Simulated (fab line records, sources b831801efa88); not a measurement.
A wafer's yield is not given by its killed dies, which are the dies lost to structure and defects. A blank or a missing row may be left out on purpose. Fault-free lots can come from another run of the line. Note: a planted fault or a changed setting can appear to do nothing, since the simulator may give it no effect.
fab line records ; flow sfqLine
record: lots: 14; wafers: 42; lastDay: 92
route steps=325 shown I3@141
lots that met no fault: from a run of the same line without faults
startH: the number of hours between the record's first day and the start of the first shown wafer of the lot ; waitH: how many hours have passed since the lot's step before this one ; " as in the row above ; L1.1+2: several wafers, shown together as one row ; - either no value or no given start ; * or withheld: withheld ; < > ~ a bound
route shown NAME@n: NAME is a module with steps in the file, n the number in the route of the first one ; usual: average and standard deviation across the fault-free wafers ; same: alike in all rows ; chamber/n: place in a boat ; sites: readings site by site ; _std_site: the standard deviation of these ; _edge_site: the outer-site mean with the inner-site mean subtracted ; radiusMm: for every site, how far away it sits from the centre of the wafer ; mask NAME#n: copy n ; behind: the most recent tool/chamber to have shaped the wafer ; hold: cause of the lot's hold/its duration in hours/its outcome ; device: the transistor (n, p or np) that didn't switch ; end of line: tests run on the same wafers once the route is complete ; where a step has no rows: the recipe by itself ; killed: not the wafer's yield, but the dies lost to structure and defects at the first sort ; map: a wafer's dies, marking killed ones x, the rest . and places with no die _
set.NAME: the setting that was run; set.NAME@STEP: the one run at that earlier step ; model.NAME: the simulator's own value behind a step, which no gauge read
a sample of lots followed through the steps of the route, with each step as a table and each wafer as a row
== steps ==
step: SFQ_TRILAYER_I3_VIA_LITHO_PEB_088
recipe: pebTempC: 115; pebTimeS: 60; resist: KrF
usual: heaterPowerTotalW: 79.15/0.065
lot.wafer;tool;chamber;startH;waitH;heaterPowerTotalW
L459.1;lithoTrack-01;0;1201.80;1.0;79.00
L459.2;lithoTrack-01;0;1201.80;1.0;79.12
L459.5;lithoTrack-01;0;1201.80;1.0;79.14
L460.1;lithoTrack-03;0;1209.00;1.0;79.19
L460.3;lithoTrack-03;0;1209.00;1.0;79.13
L460.4;lithoTrack-03;0;1209.00;1.0;79.21
L462.1;lithoTrack-01;0;1239.00;1.0;79.17
L462.4;lithoTrack-01;0;1239.00;1.0;79.14
L462.5;lithoTrack-01;0;1239.00;1.0;79.17
L463.2;lithoTrack-01;0;1246.65;0.8;79.11
L463.4;lithoTrack-01;0;1246.65;0.8;79.20
L463.5;lithoTrack-01;0;1246.65;0.8;79.19
L464.1;lithoTrack-04;0;1250.22;1.0;79.02
L464.3;lithoTrack-04;0;1250.22;1.0;79.05
L464.5;lithoTrack-04;0;1250.22;1.0;79.02
L465.1;lithoTrack-04;0;1257.42;1.0;79.13
L465.2;lithoTrack-04;0;1257.42;1.0;79.03
L465.4;lithoTrack-04;0;1257.42;1.0;79.22
L471.3;lithoTrack-03;0;1312.11;0.7;79.14
L471.4;lithoTrack-03;0;1312.11;0.7;79.23
L471.6;lithoTrack-03;0;1312.11;0.7;79.07
L472.2;lithoTrack-03;0;1325.82;0.8;79.19
L472.3;lithoTrack-03;0;1325.82;0.8;79.13
L472.5;lithoTrack-03;0;1325.82;0.8;79.13
L473.1;lithoTrack-03;0;1335.32;1.0;80.80
L473.3;lithoTrack-03;0;1335.32;1.0;79.08
L473.5;lithoTrack-03;0;1335.32;1.0;79.14
L474.1;lithoTrack-03;0;1341.32;1.0;80.93
L474.5;lithoTrack-03;0;1341.32;1.0;79.21
L474.6;lithoTrack-03;0;1341.32;1.0;80.91
L477.1;lithoTrack-01;0;1348.52;1.0;79.22
L477.2;lithoTrack-01;0;1348.52;1.0;79.21
L477.6;lithoTrack-01;0;1348.52;1.0;79.10
L478.3;lithoTrack-04;0;1358.17;0.7;79.19
L478.4;lithoTrack-04;0;1358.17;0.7;79.21
L478.6;lithoTrack-04;0;1358.17;0.7;79.14
L479.3;lithoTrack-04;0;1362.97;0.7;79.09
L479.5;lithoTrack-04;0;1362.97;0.7;79.22
L479.6;lithoTrack-04;0;1362.97;0.7;79.22
L481.1;lithoTrack-01;0;1386.92;1.0;79.13
L481.2;lithoTrack-01;0;1386.92;1.0;79.20
L481.6;lithoTrack-01;0;1386.92;1.0;79.23
== key ==
firstSign: step: SFQ_TRILAYER_I3_VIA_LITHO_PEB_088; reading: heaterPowerTotalW; direction: up; sigmas: 26; usual: 79.15; struck: 80.88
effect none on later readings
metAt SFQ_TRILAYER_I3_VIA_LITHO_PEB_088
struckLots L473,L474
struckWafers L473.1,L474.1,L474.6
onsetBetween 1325.82 1335.32
fault: kind: processParameterDrift; tool: lithoTrack-03; chamber: -; onsetH: 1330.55; steps: SFQ_TRILAYER_I3_VIA_LITHO_PEB_088; channel: pebTimeS; offset: *; shape: step; endH: 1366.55; scope: struckWafersOnly; actsIn: *; stated: *
